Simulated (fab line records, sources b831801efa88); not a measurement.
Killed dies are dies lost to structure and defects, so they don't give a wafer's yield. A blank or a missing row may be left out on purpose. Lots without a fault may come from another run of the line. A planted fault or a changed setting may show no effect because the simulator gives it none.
fab line records | flow sky130
record lots=12 wafers=36 last_day=50
route steps=708 shown CAPM@551 VIA4@641 METAL5@677 PASSIVATION@682 PAD_OPEN@708
lots that met no fault: from a run of the same line without faults
start_h: hours from the record's first day to the start of the lot's first wafer shown | wait_h: hours since the lot's step before | " the same as in the row above | L1.1+2: a row that stands for several wafers | - no value, or no start given | * or withheld: withheld | < > ~ a bound
route shown NAME@n: a module of which the file shows steps, and the number in the route of the first | usual: mean/standard deviation of fault-free wafers | same: alike in all rows | chamber/n: place in a boat | sites: the reading at each site | _std_site: their standard deviation | _edge_site: outer sites' mean less inner sites' | radius_mm: how far each site lies from the wafer's centre | mask NAME#n: copy n | behind: the tool/chamber that last shaped the wafer | hold: why the lot was held/for how many hours/how that ended | device: the transistor (n, p or np) that didn't switch | end of line: the same wafers' tests at the end of the route | a step without rows: its recipe alone | killed: dies lost to structure and defects at the first sort, not the wafer's yield | map: a wafer's dies, x killed, . not, _ none there
set.NAME: the setting as run; set.NAME@STEP: as run at that earlier step | model.NAME: the simulator's own value behind a step, which no gauge read
steps of the route over a sample of lots; a table a step, a row a wafer
services: from which hour (start_h, from the record's first day; less than 0 if before it) a tool's chamber was out of use, for how many hours, and why
## steps
# step SKY_CAPM_STRIP_14
# recipe chemistry=O2/N2 power_w=1400 pressure_mtorr=1500 platen_temp_c=withheld o2_flow_sccm=3000 n2_flow_sccm=300 overash_fraction=0.5
# usual drypump_motor_current_A=5.5/0.31 oes_product_au=0.710/0.0047 strip_time_to_endpoint_s=12.58/0.051
# columns lot.wafer tool chamber start_h wait_h drypump_motor_current_A oes_product_au rf_hours_counter_h strip_time_to_endpoint_s
L340.1 plasma_asher-04 1 877.71 0.1 5.6 0.711 108 12.57
L340.2 " 0 " " 5.1 0.702 108 12.59
L340.6 " 0 " " 5.1 0.708 - 12.52
L343.1 plasma_asher-01 0 903.95 0.1 5.5 0.700 45 12.58
L343.2 " 1 " " 5.2 0.712 45 12.56
L343.6 " 0 " " 5.5 0.715 - 12.53
L344.4 plasma_asher-03 0 914.11 0.1 5.7 0.710 - 12.56
L344.5 " 1 " " 6.1 0.702 - 12.60
L344.6 " 0 " " 5.7 0.718 - 12.63
L345.1 plasma_asher-01 0 925.10 0.1 5.6 0.721 48 12.59
L345.3 " 1 " " 5.2 0.713 - 12.56
L345.6 " 0 " " 5.6 0.711 - 12.56
L349.1 plasma_asher-03 1 958.47 0.1 6.1 0.713 82 12.52
L349.2 " 0 " " 5.7 0.717 82 12.51
L349.5 " 0 " " 5.7 0.706 - 12.54
L350.1 plasma_asher-01 0 960.17 0.1 5.6 0.715 50 12.54
L350.4 " 1 " " 5.2 0.710 - 12.57
L350.6 " 0 " " 5.6 0.711 - 12.58
L351.1 plasma_asher-01 0 964.60 0.1 5.6 0.711 51 12.64
L351.2 " 1 " " 5.2 0.713 51 12.62
L351.3 " 0 " " 5.6 0.703 - 12.68
L352.1 plasma_asher-03 1 971.53 0.1 6.1 0.714 84 12.59
L352.4 " 0 " " 5.7 0.711 - 12.55
L352.6 " 1 " " 6.1 0.711 - 12.62
L354.1 plasma_asher-04 1 989.30 0.1 5.6 0.713 120 12.61
L354.3 " 0 " " 5.1 0.719 - 12.59
L354.4 " 1 " " 5.7 0.710 - 12.63
L356.2 plasma_asher-03 0 997.53 0.1 5.7 0.713 87 12.64
L356.4 " 0 " " 5.7 0.714 - 12.56
L356.6 " 1 " " 6.1 0.707 - 12.54
L362.2 plasma_asher-04 1 1036.05 0.1 5.6 0.709 125 12.51
L362.4 " 1 " " 5.6 0.708 - 12.47
L362.6 " 1 " " 5.6 0.713 - 12.51
L363.1 plasma_asher-03 0 1036.95 0.1 5.7 0.706 90 12.54
L363.2 " 1 " " 6.1 0.705 90 12.61
L363.6 " 1 " " 6.1 0.715 - 12.54
# step SKY_VIA4_CMP_02
# recipe material=SiO2 down_force_psi=4 platen_rpm=60 pad_velocity_m_s=0.94248
# usual edge_zone_pressure_frac=1.000/0.0049 motor_current_A=12.5/1.3
# columns lot.wafer tool chamber start_h wait_h edge_zone_pressure_frac motor_current_A
L340.1 cmp-02 2 983.66 0.3 0.996 13.6
L340.2 " 0 " " 1.000 10.6
L340.6 " 2 " " 0.996 13.8
L343.2 cmp-01 1 1007.19 0.1 1.006 10.7
L343.1 " 2 " " 0.999 11.1
L343.6 " 1 " " 1.008 11.0
L344.4 cmp-01 1 1018.11 0.1 1.002 11.2
L344.5 " 0 " " 1.002 13.6
L344.6 " 1 " " 1.002 10.7
L345.3 cmp-01 1 1027.92 0.0 1.001 11.4
L345.1 " 2 " " 0.993 11.6
L345.6 " 2 " " 0.990 11.9
L349.1 cmp-02 3 1057.40 0.1 1.004 13.5
L349.2 " 1 " " 0.996 13.3
L349.5 " 3 " " 1.002 12.5
L350.4 cmp-02 0 1059.43 0.1 1.005 10.6
L350.1 " 2 " " 0.997 13.8
L350.6 " 3 " " 1.000 12.9
L351.1 cmp-01 1 1063.12 0.1 1.000 11.6
L351.2 " 2 " " 1.006 12.0
L351.3 " 3 " " 0.995 12.4
L352.4 cmp-02 1 1069.88 0.1 1.004 14.3
L352.1 " 3 " " 0.998 12.8
L352.6 " 0 " " 0.992 10.9
L354.1 cmp-01 1 1084.80 0.1 1.002 10.8
L354.4 " 2 " " 0.999 11.6
L354.3 " 3 " " 0.996 12.1
L356.2 cmp-02 1 1094.52 0.0 0.999 14.5
L356.4 " 2 " " 1.004 13.0
L356.6 " 2 " " 1.005 13.5
L362.2 cmp-01 2 1125.42 0.1 0.994 11.5
L362.4 " 3 " " 1.006 11.6
L362.6 " 1 " " 0.989 11.2
L363.1 cmp-02 1 1126.95 0.1 0.999 14.0
L363.2 " 3 " " 1.003 13.1
L363.6 " 1 " " 0.995 13.2
# step SKY_METAL5_STRIP_16
# recipe chemistry=O2/N2 power_w=1400 pressure_mtorr=1500 platen_temp_c=withheld o2_flow_sccm=3000 n2_flow_sccm=300 overash_fraction=0.5
# usual drypump_motor_current_A=5.41/0.29 oes_product_au=0.710/0.0045 strip_time_to_endpoint_s=13.03/0.2
# columns lot.wafer tool chamber start_h wait_h drypump_motor_current_A oes_product_au rf_hours_counter_h strip_time_to_endpoint_s
L340.1 plasma_asher-04 0 1032.14 0.2 5.08 0.715 124 13.24
L340.2 " 1 " " 5.64 0.715 124 13.18
L340.6 " 0 " " 5.07 0.711 - 13.03
L343.1 plasma_asher-01 0 1054.14 0.2 5.55 0.709 60 12.72
L343.2 " 1 " " 5.22 0.707 60 12.96
L343.6 " 1 " " 5.21 0.701 - 12.88
L344.4 plasma_asher-04 0 1065.52 0.1 5.11 0.709 - 13.10
L344.5 " 0 " " 5.10 0.715 - 12.99
L344.6 " 1 " " 5.66 0.708 - 12.78
L345.1 plasma_asher-02 1 1073.86 0.2 5.89 0.713 31 12.99
L345.3 " 0 " " 5.18 0.720 - 12.99
L345.6 " 0 " " 5.16 0.713 - 12.79
L349.1 plasma_asher-02 1 1100.15 0.2 5.87 0.710 33 12.95
L349.2 " 0 " " 5.10 0.712 33 13.15
L349.5 " 0 " " 5.12 0.699 - 12.91
L350.1 plasma_asher-04 1 1102.50 0.2 5.65 0.708 4 12.96
L350.4 " 1 " " 5.64 0.711 - 13.06
L350.6 " 1 " " 5.62 0.717 - 12.94
L351.1 plasma_asher-02 1 1105.70 0.2 5.89 0.722 34 13.37
L351.2 " 0 " " 5.13 0.710 34 13.21
L351.3 " 1 " " 5.90 0.712 - 13.23
L352.1 plasma_asher-04 1 1113.08 0.4 5.64 0.714 4 13.26
L352.4 " 0 " " 5.10 0.715 - 13.22
L352.6 " 1 " " 5.64 0.709 - 13.21
L354.1 plasma_asher-04 0 1127.14 0.2 5.09 0.701 6 13.11
L354.3 " 1 " " 5.67 0.713 - 13.19
L354.4 " 0 " " 5.09 0.712 - 12.84
L356.2 plasma_asher-04 1 1136.34 0.2 5.64 0.708 7 13.05
L356.4 " 1 " " 5.64 0.716 - 13.06
L356.6 " 1 " " 5.65 0.710 - 13.06
L362.2 plasma_asher-02 1 1164.90 0.2 5.86 0.714 39 12.82
L362.4 " 0 " " 5.13 0.706 - 12.79
L362.6 " 1 " " 5.85 0.717 - 12.82
L363.1 plasma_asher-02 0 1166.66 0.2 5.13 0.708 40 12.80
L363.2 " 1 " " 5.87 0.718 40 12.89
L363.6 " 1 " " 5.86 0.709 - 12.90
# step SKY_PASSIVATION_THK_MEAS_01
# recipe reads=SiO2_of_PASSIVATION_CVD_00
# usual PASSIVATION_CVD_00_THK=90.3/1.5
# columns lot.wafer tool chamber start_h wait_h PASSIVATION_CVD_00_THK[nm]
L340.1 film_metro-01 - 1033.19 - 90.1
L340.2 " - " " 87.8
L340.6 " - " " 89.7
L343.1 film_metro-03 - 1054.84 - 88.0
L343.2 " - " " 89.7
L343.6 " - " " 91.4
L344.4 film_metro-03 - 1066.57 - 88.2
L344.5 " - " " 90.7
L344.6 " - " " 91.3
L345.1 film_metro-01 - 1074.47 - 89.9
L345.3 " - " " 89.6
L345.6 " - " " 92.5
L349.1 film_metro-03 - 1100.79 - 88.5
L349.2 " - " " 89.8
L349.5 " - " " 91.9
L350.1 film_metro-03 - 1103.12 - 90.4
L350.4 " - " " 92.2
L350.6 " - " " 89.9
L351.1 film_metro-04 - 1106.31 - 89.8
L351.2 " - " " 89.1
L351.3 " - " " 91.0
L352.1 film_metro-01 - 1113.69 - 89.8
L352.4 " - " " 89.1
L352.6 " - " " 90.3
L354.1 film_metro-03 - 1127.75 - 91.9
L354.3 " - " " 89.3
L354.4 " - " " 90.1
L356.2 film_metro-01 - 1136.96 - 88.8
L356.4 " - " " 91.8
L356.6 " - " " 87.8
L362.2 film_metro-04 - 1165.54 - 90.6
L362.4 " - " " 91.0
L362.6 " - " " 91.3
L363.1 film_metro-04 - 1167.30 - 89.4
L363.2 " - " " 88.0
L363.6 " - " " 90.3
# step SKY_PAD_OPEN_PROBE_99
# usual defect_limited_yield=82.3/2.1 killed_at_M0_to_M3=44/7.3 killed_at_M4_up=3.3/1.8 killed_at_contacts=24/5.3 killed_at_front_end=16/5 killed_at_other=0.2/0.51 killed_dies=87/10 killed_on_rim=17/3.9 killed_open=47/7.5 killed_short=40/6.3 sort_bin_3_pad_short=0.9/0.41 sort_bin_5_function=10.5/1.6 sort_bin_6_memory=6.3/1.2 sort_n_pass=405/10 sort_yield_pct=82.3/2.1
# same gross_dies=492 killed_at_back_side=0 sort_bin_4_leakage[%]=0 sort_bin_8_speed[%]=0
# columns lot.wafer tool chamber start_h wait_h defect_limited_yield[%] killed_at_M0_to_M3 killed_at_M4_up killed_at_contacts killed_at_front_end killed_at_other killed_dies killed_on_rim killed_open killed_short sort_bin_3_pad_short[%] sort_bin_5_function[%] sort_bin_6_memory[%] sort_n_pass sort_yield_pct[%]
L343.1 prober-01 - 1099.25 0.1 82.3 44 2 21 20 0 87 16 54 33 0.8 11.2 5.7 405 82.3
L343.2 prober-01 - 1099.30 0.1 81.7 51 3 22 14 0 90 22 53 37 0.6 12.4 5.3 402 81.7
L343.6 prober-01 - 1099.50 0.2 81.7 55 4 16 15 0 90 14 42 48 1.0 11.6 5.7 402 81.7
L345.1 prober-01 - 1119.35 0.1 83.9 40 2 23 14 0 79 18 47 32 0.6 9.6 5.9 413 83.9
L345.3 prober-01 - 1119.45 0.2 81.9 35 2 24 28 0 89 14 47 39 0.8 11.0 6.3 403 81.9
L345.6 prober-01 - 1119.60 0.2 83.9 35 3 26 14 1 79 12 32 47 0.8 8.3 6.9 413 83.9
L350.1 prober-02 - 1144.50 0.1 80.3 39 5 14 21 18 97 27 37 42 2.6 11.0 6.1 395 80.3
L350.4 prober-02 - 1144.65 0.2 72.6 47 4 20 12 52 135 21 46 37 2.8 17.9 6.7 357 72.6
L350.6 prober-02 - 1144.75 0.2 81.1 36 3 20 16 18 93 17 36 39 0.8 11.2 6.9 399 81.1
L351.1 prober-01 - 1147.46 0.1 79.1 45 1 18 16 23 103 27 40 40 1.4 13.2 6.3 389 79.1
L351.2 prober-01 - 1147.51 0.1 73.8 44 5 19 9 52 129 12 35 42 2.6 15.9 7.7 363 73.8
L351.3 prober-01 - 1147.56 0.2 78.5 38 1 30 14 23 106 29 40 43 1.6 11.8 8.1 386 78.5
L352.1 prober-02 - 1155.40 0.1 83.3 41 3 21 17 0 82 18 39 43 1.4 9.3 5.9 410 83.3
L352.4 prober-02 - 1155.55 0.2 85.4 36 2 20 14 0 72 21 39 33 0.6 8.9 5.1 420 85.4
L352.6 prober-02 - 1155.65 0.2 82.9 34 3 23 24 0 84 13 49 35 1.4 9.6 6.1 408 82.9
L354.1 prober-02 - 1167.45 0.1 80.7 48 4 23 20 0 95 15 50 45 1.6 13.2 4.5 397 80.7
L354.3 prober-02 - 1167.55 0.2 81.5 46 8 21 14 2 91 22 43 48 0.8 10.0 7.7 401 81.5
L354.4 prober-02 - 1167.60 0.2 80.5 50 5 18 23 0 96 26 50 46 0.2 10.8 8.5 396 80.5
L356.2 prober-02 - 1176.30 0.1 83.5 40 3 25 13 0 81 8 38 43 0.6 8.7 7.1 411 83.5
L356.4 prober-02 - 1176.40 0.2 86.2 30 5 20 13 0 68 18 39 29 1.4 6.1 6.3 424 86.2
L356.6 prober-02 - 1176.50 0.2 78.0 53 4 37 14 0 108 25 58 50 1.2 12.6 8.1 384 78.0
L363.1 prober-01 - 1202.75 0.1 83.5 50 6 18 7 0 81 17 51 30 0.8 11.0 4.7 411 83.5
L363.2 prober-01 - 1202.80 0.1 83.9 43 3 25 8 0 79 12 41 38 0.6 8.5 6.9 413 83.9
L363.6 prober-01 - 1203.00 0.2 82.3 42 3 30 12 0 87 20 44 43 0.8 10.6 6.3 405 82.3
# killed by level:class
L343.1 VIA1:geometric_particle:open=16 CONTACT:geometric_particle:open=9 METAL2:geometric_particle:short=7 VIA2:geometric_particle:open=7 FIELD_ISO:geometric_particle:short=5 VIA3:geometric_particle:open=5 FIELD_ISO:geometric_particle:open=4 POLY_GATE:geometric_particle:open=4
L343.2 VIA1:geometric_particle:open=12 VIA2:geometric_particle:open=10 CONTACT:geometric_particle:open=10 VIA3:geometric_particle:open=8 VIA1:geometric_particle:short=7 LI_CONTACT:geometric_particle:short=5 METAL2:geometric_particle:short=4 VIA2:geometric_particle:short=4
L343.6 VIA1:geometric_particle:open=13 VIA2:geometric_particle:open=10 METAL1:geometric_particle:short=9 FIELD_ISO:geometric_particle:short=6 METAL2:geometric_particle:short=5 POLY_GATE:geometric_particle:open=4 LOCAL_INTERCONNECT:geometric_particle:short=4 CONTACT:geometric_particle:open=4
L345.1 VIA1:geometric_particle:open=11 CONTACT:geometric_particle:open=10 LI_CONTACT:geometric_particle:open=6 VIA3:geometric_particle:open=6 VIA2:geometric_particle:open=5 FIELD_ISO:geometric_particle:short=4 POLY_GATE:geometric_particle:short=4 LI_CONTACT:geometric_particle:short=4
L345.3 VIA1:geometric_particle:open=9 POLY_GATE:geometric_particle:open=7 VIA3:geometric_particle:open=7 CONTACT:geometric_particle:open=7 METAL1:geometric_particle:short=7 CONTACT:geometric_particle:short=6 LI_CONTACT:geometric_particle:open=5 METAL2:geometric_particle:short=5
L345.6 LOCAL_INTERCONNECT:geometric_particle:short=8 VIA1:geometric_particle:short=8 LI_CONTACT:geometric_particle:open=7 VIA1:geometric_particle:open=6 FIELD_ISO:geometric_particle:short=5 CONTACT:geometric_particle:open=5 METAL2:geometric_particle:short=4 VIA2:geometric_particle:open=4
L350.1 CAPM:unspecified=18 VIA1:geometric_particle:open=8 POLY_GATE:geometric_particle:short=5 CONTACT:geometric_particle:open=5 METAL1:geometric_particle:short=5 VIA2:geometric_particle:short=5 METAL3:geometric_particle:short=5 FIELD_ISO:geometric_particle:open=4
L350.4 CAPM:unspecified=52 VIA1:geometric_particle:open=9 METAL2:geometric_particle:short=8 VIA2:geometric_particle:open=8 LI_CONTACT:geometric_particle:open=7 VIA3:geometric_particle:open=7 POLY_GATE:geometric_particle:open=5 FIELD_ISO:geometric_particle:open=4
L350.6 CAPM:unspecified=18 VIA1:geometric_particle:open=10 LI_CONTACT:geometric_particle:open=8 METAL2:geometric_particle:short=8 FIELD_ISO:geometric_particle:short=5 FIELD_ISO:geometric_particle:open=3 POLY_GATE:geometric_particle:short=3 VIA1:geometric_particle:short=3
L351.1 CAPM:unspecified=23 VIA1:geometric_particle:open=9 METAL2:geometric_particle:short=9 VIA2:geometric_particle:open=8 LI_CONTACT:geometric_particle:open=5 CONTACT:geometric_particle:open=5 METAL1:geometric_particle:short=4 VIA3:geometric_particle:open=4
L351.2 CAPM:unspecified=52 METAL1:geometric_particle:short=11 VIA1:geometric_particle:open=9 CONTACT:geometric_particle:open=6 VIA3:geometric_particle:open=6 CONTACT:geometric_particle:short=5 METAL4:geometric_particle:short=4 LI_CONTACT:geometric_particle:open=4
L351.3 CAPM:unspecified=23 CONTACT:geometric_particle:open=11 CONTACT:geometric_particle:short=8 FIELD_ISO:geometric_particle:short=7 VIA3:geometric_particle:open=6 VIA2:geometric_particle:open=6 METAL2:geometric_particle:short=6 LI_CONTACT:geometric_particle:open=5
L352.1 VIA1:geometric_particle:open=9 LI_CONTACT:geometric_particle:open=7 METAL2:geometric_particle:short=7 CONTACT:geometric_particle:open=6 VIA2:geometric_particle:open=5 VIA3:geometric_particle:open=5 FIELD_ISO:geometric_particle:short=4 POLY_GATE:geometric_particle:short=4
L352.4 METAL2:geometric_particle:short=8 VIA1:geometric_particle:open=7 POLY_GATE:geometric_particle:open=5 VIA3:geometric_particle:open=5 LI_CONTACT:geometric_particle:open=4 LOCAL_INTERCONNECT:geometric_particle:short=4 CONTACT:geometric_particle:open=4 VIA1:geometric_particle:short=4
L352.6 LI_CONTACT:geometric_particle:open=11 VIA1:geometric_particle:short=7 VIA1:geometric_particle:open=6 FIELD_ISO:geometric_particle:open=5 VIA2:geometric_particle:open=5 POLY_CUT:geometric_particle:open=4 CONTACT:geometric_particle:open=4 VIA3:geometric_particle:short=4
L354.1 METAL2:geometric_particle:short=11 CONTACT:geometric_particle:open=10 METAL1:geometric_particle:short=9 VIA1:geometric_particle:open=8 VIA2:geometric_particle:open=8 FIELD_ISO:geometric_particle:open=7 LI_CONTACT:geometric_particle:open=5 FIELD_ISO:geometric_particle:short=4
L354.3 VIA1:geometric_particle:open=11 VIA3:geometric_particle:open=7 METAL1:geometric_particle:short=6 METAL4:geometric_particle:short=6 LI_CONTACT:geometric_particle:short=5 CONTACT:geometric_particle:short=5 VIA2:geometric_particle:open=5 CONTACT:geometric_particle:open=4
L354.4 VIA1:geometric_particle:open=12 CONTACT:geometric_particle:open=9 METAL1:geometric_particle:short=6 METAL2:geometric_particle:short=6 FIELD_ISO:geometric_particle:short=5 POLY_GATE:geometric_particle:short=5 LI_CONTACT:geometric_particle:open=5 VIA2:geometric_particle:open=5
L356.2 POLY_GATE:geometric_particle:short=8 VIA3:geometric_particle:short=8 CONTACT:geometric_particle:open=7 VIA2:geometric_particle:open=6 LOCAL_INTERCONNECT:geometric_particle:short=5 LI_CONTACT:geometric_particle:open=5 METAL2:geometric_particle:short=5 VIA3:geometric_particle:open=5
L356.4 CONTACT:geometric_particle:open=9 VIA1:geometric_particle:open=7 VIA3:geometric_particle:open=5 POLY_GATE:geometric_particle:short=4 LI_CONTACT:geometric_particle:open=4 LOCAL_INTERCONNECT:geometric_particle:short=4 METAL1:geometric_particle:short=4 POLY_GATE:geometric_particle:open=3
L356.6 VIA1:geometric_particle:open=12 LI_CONTACT:geometric_particle:open=11 CONTACT:geometric_particle:open=10 CONTACT:geometric_particle:short=9 METAL2:geometric_particle:short=8 VIA3:geometric_particle:open=8 METAL1:geometric_particle:short=6 VIA2:geometric_particle:open=6
L363.1 VIA3:geometric_particle:open=14 VIA1:geometric_particle:open=10 CONTACT:geometric_particle:open=9 METAL1:geometric_particle:short=7 LI_CONTACT:geometric_particle:open=5 VIA2:geometric_particle:open=5 METAL4:geometric_particle:short=4 VIA3:geometric_particle:short=4
L363.2 VIA1:geometric_particle:open=11 METAL1:geometric_particle:short=8 VIA2:geometric_particle:open=8 LOCAL_INTERCONNECT:geometric_particle:short=8 LI_CONTACT:geometric_particle:open=7 CONTACT:geometric_particle:open=6 VIA3:geometric_particle:open=5 POLY_GATE:geometric_particle:short=4
L363.6 VIA1:geometric_particle:open=9 LI_CONTACT:geometric_particle:open=8 METAL1:geometric_particle:short=8 CONTACT:geometric_particle:open=6 METAL2:geometric_particle:short=6 LOCAL_INTERCONNECT:geometric_particle:short=5 VIA2:geometric_particle:open=5 LI_CONTACT:geometric_particle:short=4
## services
# columns tool chamber start_h hours kind
cmp-01 - 857.19 9.5 pm
plasma_asher-01 - 880.03 0.5 repair
cmp-01 - 914.30 7.6 pm
cmp-01 - 921.89 4.0 pm
plasma_asher-03 - 928.35 1.0 repair
cmp-02 - 931.82 4.7 repair
plasma_asher-03 - 934.25 2.8 pm
plasma_asher-01 - 934.33 1.2 repair
plasma_asher-01 - 935.68 1.6 repair
cmp-01 - 966.87 11.3 pm
cmp-01 - 978.19 5.4 repair
cmp-01 - 980.45 3.6 repair
plasma_asher-01 - 993.15 2.8 pm
cmp-01 - 1008.35 5.3 pm
plasma_asher-02 - 1035.97 26.9 repair
plasma_asher-04 - 1055.25 9.0 pm
plasma_asher-04 0 1055.25 9.0 vent_cycle
plasma_asher-04 1 1055.25 9.0 vent_cycle
cmp-02 - 1060.51 3.8 repair
plasma_asher-02 - 1064.06 1.7 repair
plasma_asher-04 0 1064.25 - clean
plasma_asher-04 1 1064.25 - clean
cmp-02 - 1084.38 4.0 pm
plasma_asher-01 - 1130.71 4.0 pm
## key
first_sign step=SKY_PAD_OPEN_PROBE_99 reading=killed_at_other direction=up sigmas=31 usual=0.2 struck=31
effect step=SKY_PAD_OPEN_PROBE_99 reading=sort_bin_3_pad_short direction=up sigmas=2.7 usual=0.9 struck=2.0 wafers_moved=3
met_at SKY_CAPM_STRIP_14
struck_lots L350,L351
not_acting_at SKY_VIA4_CMP_02,SKY_METAL5_STRIP_16,SKY_PASSIVATION_THK_MEAS_01
onset_between 925.10 960.17
fault kind=chamber_particle_source tool=plasma_asher-01 chamber=- onset_h=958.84 steps=SKY_CAPM_STRIP_14 rate_per_visit_cm2=0.71174 end_h=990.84
